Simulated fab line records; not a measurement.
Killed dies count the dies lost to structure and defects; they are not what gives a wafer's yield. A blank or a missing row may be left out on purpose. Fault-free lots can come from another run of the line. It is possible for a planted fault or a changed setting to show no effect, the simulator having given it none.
Which tool did it? | flow gf180mcu | 33 wafers from 11 lots sampled at 3 of the route's 602 steps

WHAT THE GAUGES READ, wafer by wafer
GF_MIM_THK_MEAS_06.
lot  | measured     | on            | MIM_CVD_05_THK (nm)
L999 | day 24 12:23 | film_metro-03 | 41.6 42.1 42.7
L101 | day 25 05:11 | film_metro-04 | 41.6 41.6 42.3
L102 | day 25 17:53 | film_metro-03 | 41.5 42.1 42.3
L106 | day 26 18:36 | film_metro-03 | 42.7 41.8 42.6
L109 | day 27 16:09 | film_metro-04 | 41.8 42.8 42.5
L111 | day 28 12:03 | film_metro-04 | 41.9 41.9 42.5
L112 | day 28 16:08 | film_metro-04 | 41.2 42.1 41.4
L113 | day 29 02:38 | film_metro-03 | 42.1 40.8 41.3
L120 | day 30 21:04 | film_metro-01 | 40.6 41.5 41.9
L121 | day 31 05:39 | film_metro-04 | 40.9 41.9 41.4
L122 | day 31 11:31 | film_metro-03 | 41.3 42.1 42.0

GF_M5_CD_MEAS_07: target cd 280 nm.
lot  | measured     | on        | cd_nm (nm)
L999 | day 26 08:35 | cd_sem-01 | 278.7 279.4 279.5
L101 | day 26 23:38 | cd_sem-01 | 279.8 281.1 280.3
L102 | day 27 11:35 | cd_sem-02 | 282.4 281.5 282.0
L106 | day 28 11:00 | cd_sem-01 | 280.9 281.8 281.4
L109 | day 29 06:48 | cd_sem-01 | 279.9 279.6 280.5
L111 | day 30 02:08 | cd_sem-02 | 278.9 278.4 279.9
L112 | day 30 06:36 | cd_sem-02 | 281.3 280.2 279.3
L113 | day 30 16:17 | cd_sem-02 | 280.7 280.5 279.6
L120 | day 32 07:35 | cd_sem-01 | 279.5 280.1 280.1
L121 | day 32 14:56 | cd_sem-02 | 279.8 280.0 279.8
L122 | day 32 20:13 | cd_sem-01 | 279.2 279.5 279.7

WHAT TOOL EACH LOT RAN ON (gives the tool, then ch and the chambers of the sampled wafers, and finally the start)
lot  | GF_MIM_SPUTTER_03
L999 | pvd_sputter-01, day 24 12:17
L101 | pvd_sputter-02, day 25 05:06
L102 | pvd_sputter-02, day 25 17:47
L106 | pvd_sputter-02, day 26 18:29
L109 | pvd_sputter-01, day 27 16:02
L111 | pvd_sputter-01, day 28 11:56
L112 | pvd_sputter-02, day 28 16:01
L113 | pvd_sputter-02, day 29 02:31
L120 | pvd_sputter-03, day 30 20:58
L121 | pvd_sputter-03, day 31 05:33
L122 | pvd_sputter-02, day 31 11:26
- GF_MIM_SPUTTER_03: material Ti, target thk 10 nm, time 6.7 s.

WHAT THE TOOLS THEMSELVES READ (means of the sampled wafers that have a number; where no wafer has one, the mark that the record gives instead)
GF_MIM_SPUTTER_03.
lot  | tool           | throttle_valve_pct (%)
L999 | pvd_sputter-01 | 30.2
L101 | pvd_sputter-02 | 28.9
L102 | pvd_sputter-02 | 29.4
L106 | pvd_sputter-02 | 29.9
L109 | pvd_sputter-01 | 30.3
L111 | pvd_sputter-01 | 30.6
L112 | pvd_sputter-02 | 29.7
L113 | pvd_sputter-02 | 29.4
L120 | pvd_sputter-03 | 30.7
L121 | pvd_sputter-03 | 30.9
L122 | pvd_sputter-02 | 29.0

THE ANSWER, worked out from the rows above alone
Rule: usual is defined by the lots themselves. The widest of any qualifying gaps counts: lots, ordered by their means at a reading, are off when they make up no more than a third of the lots, leave a main group of 4 or more, and stand apart from it by 3 or more times the standard deviation of that group's means. If all means in a main group match to the digits the tables above print for the reading, that group is not used. A lot without any number at a reading at which 4 lots or more have one is off too. Where the step has rows for the other lots, those lots are counted as sound. After the gauges, taken in route order, come the tools' own readings; for these a lot's mean is taken, as printed above. The first step at which some lot is off is used, and at that step the reading that is off furthest; a lot without a number counts as furthest.
No lot is off at any reading shown: from this, nothing can be told.

WHAT THE SIMULATOR PUT IN
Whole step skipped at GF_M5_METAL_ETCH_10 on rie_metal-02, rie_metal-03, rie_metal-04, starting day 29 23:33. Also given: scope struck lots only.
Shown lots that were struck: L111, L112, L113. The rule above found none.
